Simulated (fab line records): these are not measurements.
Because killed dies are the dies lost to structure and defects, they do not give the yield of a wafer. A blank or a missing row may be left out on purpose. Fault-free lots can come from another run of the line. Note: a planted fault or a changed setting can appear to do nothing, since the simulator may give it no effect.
fab line records    flow gf180mcu
[record] lots = 14  wafers = 42  last-day = 34
route steps=602 shown STI@1 HV_LDD@183
lots with no fault: from the same line, run without faults
start-h: hours from the record's first day to the start of the lot's first wafer shown    wait-h: time in hours since the lot's previous step    " unchanged from the row above    L1.1+2: one row covering several wafers at once    - no value, or no start was given    * or withheld: withheld    < > ~ a bound
route shown NAME@n: a module of which the file shows steps, and the number in the route of the first    usual: average and standard deviation across the fault-free wafers    same: alike in all rows    chamber/n: place in a boat    sites: readings site by site    _std_site: how widely they spread, as a standard deviation    _edge_site: inner sites' mean taken away from outer sites' mean    radius-mm: how far each site lies from the wafer's centre    mask NAME#n: copy n    behind: the tool/chamber that last shaped the wafer    hold: what put the lot on hold/how long, in hours/how the hold closed    device: whichever transistor did not switch (one of n, p or np)    end of line: the route-end tests of the same wafers    step lacking rows: just its recipe    killed: dies that structure and defects cost at the first sort, which is not the same as the wafer's yield    map: the dies of a wafer, with x for killed, . for not killed, _ for no die there
set.NAME: the run value of the setting; set.NAME@STEP: its run value at that earlier step    model.NAME: the simulator's own value behind a step, which no gauge read
a sample of lots followed through the steps of the route, with each step as a table and each wafer as a row
services: when a tool's chamber went out of use (start-h, in hours from the record's first day, below 0 if earlier), for how many hours, and the reason
[[steps]]
[step GF_STI_BOW_MEAS_00]
[recipe] mode = bow
[usual] INCOMING_BOW = -1/6.5
lot.wafer  tool           chamber  start-h  wait-h  INCOMING_BOW[um]
L389.3     film-metro-02  -        10.04    -       4
L389.5     "              -        "        "       -9
L389.6     "              -        "        "       -7
L390.1     film-metro-02  -        15.00    -       2
L390.2     "              -        "        "       -4
L390.5     "              -        "        "       -1
L391.2     film-metro-04  -        20.02    -       -1
L391.4     "              -        "        "       6
L391.5     "              -        "        "       3
L393.2     film-metro-01  -        30.02    -       13
L393.3     "              -        "        "       3
L393.4     "              -        "        "       2
L394.1     film-metro-01  -        35.00    -       5
L394.4     "              -        "        "       -2
L394.5     "              -        "        "       -3
L396.1     film-metro-02  -        45.00    -       10
L396.2     "              -        "        "       17
L396.4     "              -        "        "       7
L397.1     film-metro-04  -        50.00    -       -7
L397.2     "              -        "        "       1
L397.3     "              -        "        "       -3
L398.1     film-metro-02  -        55.00    -       0
L398.2     "              -        "        "       3
L398.6     "              -        "        "       -3
L399.1     film-metro-04  -        60.00    -       -5
L399.2     "              -        "        "       8
L399.3     "              -        "        "       7
L402.1     film-metro-02  -        75.00    -       -7
L402.5     "              -        "        "       5
L402.6     "              -        "        "       2
L403.1     film-metro-01  -        80.00    -       -1
L403.2     "              -        "        "       8
L403.3     "              -        "        "       -13
L404.1     film-metro-01  -        85.00    -       7
L404.2     "              -        "        "       -8
L404.6     "              -        "        "       -5
L410.1     film-metro-04  -        115.00   -       3
L410.3     "              -        "        "       2
L410.6     "              -        "        "       -5
L411.1     film-metro-02  -        120.00   -       3
L411.2     "              -        "        "       -1
L411.5     "              -        "        "       9
[step GF_STI_OXIDATION_29]
[recipe] temp-c = 900  ambient = O2  stabilise-s = 600  purge-s = 300  target-thk-a = 100  ox-time-s = 1418
[usual] spike-tc-bottom-C = 919/3.5  spike-tc-centre-C = 900.8/2  spike-tc-lower-C = 901.1/1.1  spike-tc-top-C = 914/3.9  spike-tc-upper-C = 900.5/1.6  zone-power-lower-pct = 18.51/0.22
lot.wafer  tool        chamber  start-h  wait-h  spike-tc-bottom-C  spike-tc-centre-C  spike-tc-lower-C  spike-tc-top-C  spike-tc-upper-C  zone-power-lower-pct
L389.3     furnace-02  0        28.92    0.0     922                902.1              900.4             916             901.6             18.52
L389.5     "           0        "        "       922                903.1              901.4             917             903.3             18.57
L389.6     "           0        "        "       920                900.5              901.1             917             900.8             18.43
L390.1     furnace-02  0        35.24    0.0     921                902.3              902.1             917             900.2             18.48
L390.2     "           0        "        "       922                901.6              899.2             918             901.1             18.73
L390.5     "           0        "        "       922                901.4              902.0             916             903.4             18.43
L391.2     furnace-01  0        39.69    0.0     914                898.6              900.9             909             897.9             18.58
L391.4     "           0        "        "       915                899.8              901.0             911             896.9             18.28
L391.5     "           0        "        "       915                898.3              901.3             911             900.1             18.62
L393.2     furnace-01  0        50.29    0.5     915                898.0              901.4             909             899.4             18.46
L393.3     "           0        "        "       913                898.2              900.7             908             898.8             18.52
L393.4     "           0        "        "       913                898.3              902.0             911             898.2             18.55
L394.1     furnace-02  0        55.33    0.9     922                903.5              902.2             917             902.6             18.43
L394.4     "           0        "        "       921                900.6              901.4             918             901.4             18.46
L394.5     "           0        "        "       919                902.4              901.8             915             901.1             18.64
L396.1     furnace-02  0        64.34    0.0     923                903.3              900.5             918             902.4             18.43
L396.2     "           0        "        "       921                903.4              902.3             918             900.1             18.53
L396.4     "           0        "        "       921                903.8              900.4             916             901.8             18.89
L397.1     furnace-01  0        70.26    0.0     915                899.2              899.8             910             899.3             18.13
L397.2     "           0        "        "       917                899.2              900.9             910             899.6             18.52
L397.3     "           0        "        "       915                898.1              901.4             911             899.4             18.71
L398.1     furnace-02  0        76.62    0.4     923                903.8              901.8             916             901.3             19.06
L398.2     "           0        "        "       923                901.2              900.8             915             900.2             18.54
L398.6     "           0        "        "       920                902.1              901.8             917             902.2             18.53
L399.1     furnace-02  0        79.93    0.0     922                901.1              899.6             917             901.6             18.47
L399.2     "           0        "        "       922                901.0              902.7             916             901.2             18.71
L399.3     "           0        "        "       922                902.2              901.1             917             900.0             18.49
L402.1     furnace-01  0        96.92    0.3     914                898.4              900.6             908             900.1             18.31
L402.5     "           0        "        "       914                899.5              900.9             909             900.2             18.43
L402.6     "           0        "        "       916                899.5              902.9             909             899.7             18.50
L403.1     furnace-02  0        100.88   0.0     944                925.3              925.5             940             923.3             19.90
L403.2     "           0        "        "       942                924.6              922.4             939             924.2             19.76
L403.3     "           0        "        "       944                925.8              922.7             939             923.9             19.81
L404.1     furnace-02  0        105.52   0.0     944                926.2              923.2             938             922.5             19.79
L404.2     "           0        "        "       945                923.7              923.8             938             923.0             19.40
L404.6     "           0        "        "       943                924.8              923.0             939             924.6             19.97
L410.1     furnace-01  0        137.79   1.3     915                900.0              901.0             910             896.2             18.39
L410.3     "           0        "        "       913                897.8              899.4             910             899.6             18.11
L410.6     "           0        "        "       915                899.4              903.6             907             899.4             18.35
L411.1     furnace-01  0        143.86   0.0     915                897.6              902.9             911             898.6             18.42
L411.2     "           0        "        "       915                898.1              898.5             910             898.6             18.32
L411.5     "           0        "        "       917                897.8              902.6             910             898.9             18.20
[step GF_STI_THK_MEAS_30]
[recipe] reads = SiO2_of_STI_OXIDATION_29
[usual] STI_OXIDATION_02_THK = 10.00/0.2
lot.wafer  tool           chamber  start-h  wait-h  STI_OXIDATION_02_THK[nm]
L389.3     film-metro-02  -        30.34    0.0     9.95
L389.5     "              -        "        "       10.12
L389.6     "              -        "        "       10.14
L390.1     film-metro-01  -        36.63    0.0     10.00
L390.2     "              -        "        "       9.77
L390.5     "              -        "        "       9.87
L391.2     film-metro-02  -        41.09    0.0     9.68
L391.4     "              -        "        "       9.92
L391.5     "              -        "        "       10.14
L393.2     film-metro-02  -        51.69    0.0     10.16
L393.3     "              -        "        "       9.85
L393.4     "              -        "        "       10.03
L394.1     film-metro-01  -        56.73    0.0     9.79
L394.4     "              -        "        "       9.99
L394.5     "              -        "        "       9.84
L396.1     film-metro-01  -        65.73    0.0     10.11
L396.2     "              -        "        "       10.07
L396.4     "              -        "        "       10.02
L397.1     film-metro-04  -        71.65    0.0     9.91
L397.2     "              -        "        "       9.91
L397.3     "              -        "        "       9.79
L398.1     film-metro-04  -        78.01    0.0     9.74
L398.2     "              -        "        "       10.05
L398.6     "              -        "        "       9.84
L399.1     film-metro-02  -        81.32    0.0     10.06
L399.2     "              -        "        "       10.08
L399.3     "              -        "        "       9.94
L402.1     film-metro-02  -        98.32    0.0     9.66
L402.5     "              -        "        "       9.61
L402.6     "              -        "        "       9.53
L403.1     film-metro-01  -        102.28   0.0     12.46
L403.2     "              -        "        "       12.58
L403.3     "              -        "        "       12.44
L404.1     film-metro-02  -        106.91   0.0     12.63
L404.2     "              -        "        "       12.76
L404.6     "              -        "        "       12.60
L410.1     film-metro-04  -        139.19   0.0     10.35
L410.3     "              -        "        "       10.24
L410.6     "              -        "        "       10.45
L411.1     film-metro-02  -        145.26   0.0     10.25
L411.2     "              -        "        "       10.42
L411.5     "              -        "        "       10.17
[step GF_HV_LDD_CD_MEAS_07]
[recipe] target-cd-nm = 400
[usual] cd-nm = 400.3/1.7
lot.wafer  tool       chamber  start-h  wait-h  cd-nm
L389.3     cd-sem-01  -        218.73   0.1     398.7
L389.5     "          -        "        "       397.6
L389.6     "          -        "        "       397.7
L390.1     cd-sem-02  -        229.29   0.1     399.5
L390.2     "          -        "        "       398.8
L390.5     "          -        "        "       397.9
L391.2     cd-sem-02  -        233.24   0.1     401.1
L391.4     "          -        "        "       399.2
L391.5     "          -        "        "       401.9
L393.2     cd-sem-01  -        254.06   0.1     398.9
L393.3     "          -        "        "       397.5
L393.4     "          -        "        "       399.4
L394.1     cd-sem-02  -        254.47   0.1     403.5
L394.4     "          -        "        "       402.7
L394.5     "          -        "        "       404.2
L396.1     cd-sem-01  -        275.49   0.1     399.6
L396.2     "          -        "        "       400.0
L396.4     "          -        "        "       400.0
L397.1     cd-sem-02  -        275.72   0.1     400.2
L397.2     "          -        "        "       396.6
L397.3     "          -        "        "       398.6
L399.1     cd-sem-01  -        290.17   0.1     400.8
L399.2     "          -        "        "       399.4
L399.3     "          -        "        "       400.9
L398.1     cd-sem-01  -        290.47   0.1     399.4
L398.2     "          -        "        "       400.2
L398.6     "          -        "        "       398.4
L402.1     cd-sem-01  -        318.37   0.1     401.4
L402.5     "          -        "        "       398.8
L402.6     "          -        "        "       399.7
L403.1     cd-sem-01  -        321.52   0.1     401.3
L403.2     "          -        "        "       400.4
L403.3     "          -        "        "       401.1
L404.1     cd-sem-01  -        327.12   0.1     399.5
L404.2     "          -        "        "       400.5
L404.6     "          -        "        "       400.5
L410.1     cd-sem-01  -        369.57   0.1     400.9
L410.3     "          -        "        "       402.9
L410.6     "          -        "        "       401.0
L411.1     cd-sem-01  -        390.47   0.1     395.8
L411.2     "          -        "        "       398.8
L411.5     "          -        "        "       397.4
[step GF_HV_LDD_OVL_MEAS_47]
[usual] HV_LDD_03_OVL = 0.2/1.8
lot.wafer  tool        chamber  start-h  wait-h  HV_LDD_03_OVL[nm]
L389.3     overlay-01  -        274.60   0.1     0.1
L389.5     "           -        "        "       -0.3
L389.6     "           -        "        "       2.5
L390.1     overlay-01  -        286.74   0.1     -4.5
L390.2     "           -        "        "       -2.7
L390.5     "           -        "        "       -2.9
L391.2     overlay-02  -        290.06   0.1     -0.3
L391.4     "           -        "        "       -1.3
L391.5     "           -        "        "       1.9
L393.2     overlay-01  -        313.80   0.1     0.2
L393.3     "           -        "        "       0.3
L393.4     "           -        "        "       -1.2
L394.1     overlay-01  -        314.59   0.1     1.3
L394.4     "           -        "        "       -0.1
L394.5     "           -        "        "       1.3
L396.1     overlay-02  -        338.79   0.1     1.9
L396.2     "           -        "        "       0.7
L396.4     "           -        "        "       2.1
L397.1     overlay-02  -        339.69   0.1     -1.4
L397.2     "           -        "        "       0.8
L397.3     "           -        "        "       -1.2
L399.1     overlay-02  -        353.08   0.1     1.1
L399.2     "           -        "        "       5.3
L399.3     "           -        "        "       2.5
L398.1     overlay-02  -        353.76   0.1     0.6
L398.2     "           -        "        "       2.3
L398.6     "           -        "        "       -0.3
L402.1     overlay-01  -        385.24   0.1     -1.7
L402.5     "           -        "        "       -1.9
L402.6     "           -        "        "       -1.1
L403.1     overlay-01  -        388.13   0.1     1.0
L403.2     "           -        "        "       2.1
L403.3     "           -        "        "       0.2
L404.1     overlay-01  -        396.10   0.1     -0.3
L404.2     "           -        "        "       -0.5
L404.6     "           -        "        "       -1.0
L410.1     overlay-02  -        442.00   0.1     2.3
L410.3     "           -        "        "       3.2
L410.6     "           -        "        "       2.0
L411.1     overlay-02  -        462.94   0.1     3.5
L411.2     "           -        "        "       2.0
L411.5     "           -        "        "       1.2
[[services]]
tool        chamber  start-h  hours  kind
furnace-02  -        17.30    3.0    pm
furnace-01  -        132.12   2.5    pm
[[key]]
[first-sign] step = GF_STI_OXIDATION_29  reading = spike-tc-lower-C  direction = up  sigmas = 21  usual = 901.1  struck = 923.4
[effect] step = GF_STI_OXIDATION_29  reading = spike-tc-upper-C  direction = up  sigmas = 15  usual = 900.5  struck = 923.6
[effect] step = GF_STI_THK_MEAS_30  reading = STI_OXIDATION_02_THK  direction = up  sigmas = 13  usual = 10.00  struck = 12.58
met-at GF_STI_OXIDATION_29
struck-lots L403,L404
tester-left-out L403,L404
not-acting-at GF_STI_BOW_MEAS_00,GF_HV_LDD_CD_MEAS_07,GF_HV_LDD_OVL_MEAS_47
onset-between 79.93 100.88
[fault] kind = process-parameter-drift  tool = furnace-02  chamber = -  onset-h = 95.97  steps = GF_STI_OXIDATION_29  channel = temp-c  offset = *  shape = step  end-h = 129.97  acts-in = *  stated = *
// tester-left-out: of these lots the tester's yield and bins aren't shown, on N5 and GAA mostly nor the transistor test; their killed dies are dies lost to structure and defects alone, not to doping, threshold or leakage, so they don't give the yield
